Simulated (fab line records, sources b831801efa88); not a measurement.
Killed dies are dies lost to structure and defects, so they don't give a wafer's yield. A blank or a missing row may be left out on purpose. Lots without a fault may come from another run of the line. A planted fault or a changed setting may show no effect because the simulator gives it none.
Which tool did it? | flow sky130 | 7 lots, 21 wafers sampled, at 2 steps of a route of 708

WHAT THE GAUGES READ, wafer by wafer
SKY_VT_ADJUST_HVTR_CD_MEAS_07: target cd 380 nm.
lot  | measured     | on        | cd_nm (nm)
L644 | day 9 19:08  | cd_sem-01 | 386 383 382
L645 | day 10 08:31 | cd_sem-02 | 382 381 382
L648 | day 10 21:36 | cd_sem-02 | 377 380 381
L650 | day 11 12:55 | cd_sem-01 | 378 380 379
L655 | day 13 01:54 | cd_sem-01 | 381 381 383
L660 | day 14 20:13 | cd_sem-01 | 368 361 369
L666 | day 16 10:51 | cd_sem-02 | 382 383 382

WHICH TOOL RAN EACH LOT (tool, then ch and the chambers of the sampled wafers, then the start)
lot  | SKY_VT_ADJUST_HVTR_EXPOSE_04
L644 | iline_stepper-01 ch 0, day 9 08:25
L645 | iline_stepper-02 ch 0, day 9 21:40
L648 | iline_stepper-02 ch 0, day 10 10:14
L650 | iline_stepper-01 ch 0, day 11 01:16
L655 | iline_stepper-01 ch 0, day 12 13:46
L660 | iline_stepper-02 ch 0, day 14 07:12
L666 | iline_stepper-01 ch 0, day 15 23:17
- SKY_VT_ADJUST_HVTR_EXPOSE_04: exposes mask HVTRM, target cd 380 nm.

THE ANSWER, worked out from the rows above alone
Rule: what is usual is taken from the lots themselves. Put in order of their means at a reading, lots are off if they are a third of the lots or fewer, leave a main group of 4 or more, and stand apart from it by a gap of 3 or more times the standard deviation of the main group's means; of several such gaps the widest counts. A main group whose means are all the same, to the digits that the tables above print for the reading, isn't used. A lot without any number at a reading at which 4 lots or more have one is off too. The other lots that the step has rows for count as sound.
Off: L660, at SKY_VT_ADJUST_HVTR_CD_MEAS_07 (cd_nm). The main group: mean 381 nm, standard deviation 1.6.
A tool fits if, at a process step before that reading, it ran every lot that is off, and no sound lot after the first of them. The gauges at SKY_VT_ADJUST_HVTR_CD_MEAS_07 are tried like those tools. Can't be told from this: 2 tools fit, iline_stepper-02 at SKY_VT_ADJUST_HVTR_EXPOSE_04, cd_sem-01 at SKY_VT_ADJUST_HVTR_CD_MEAS_07.

WHAT THE SIMULATOR HAD PUT IN
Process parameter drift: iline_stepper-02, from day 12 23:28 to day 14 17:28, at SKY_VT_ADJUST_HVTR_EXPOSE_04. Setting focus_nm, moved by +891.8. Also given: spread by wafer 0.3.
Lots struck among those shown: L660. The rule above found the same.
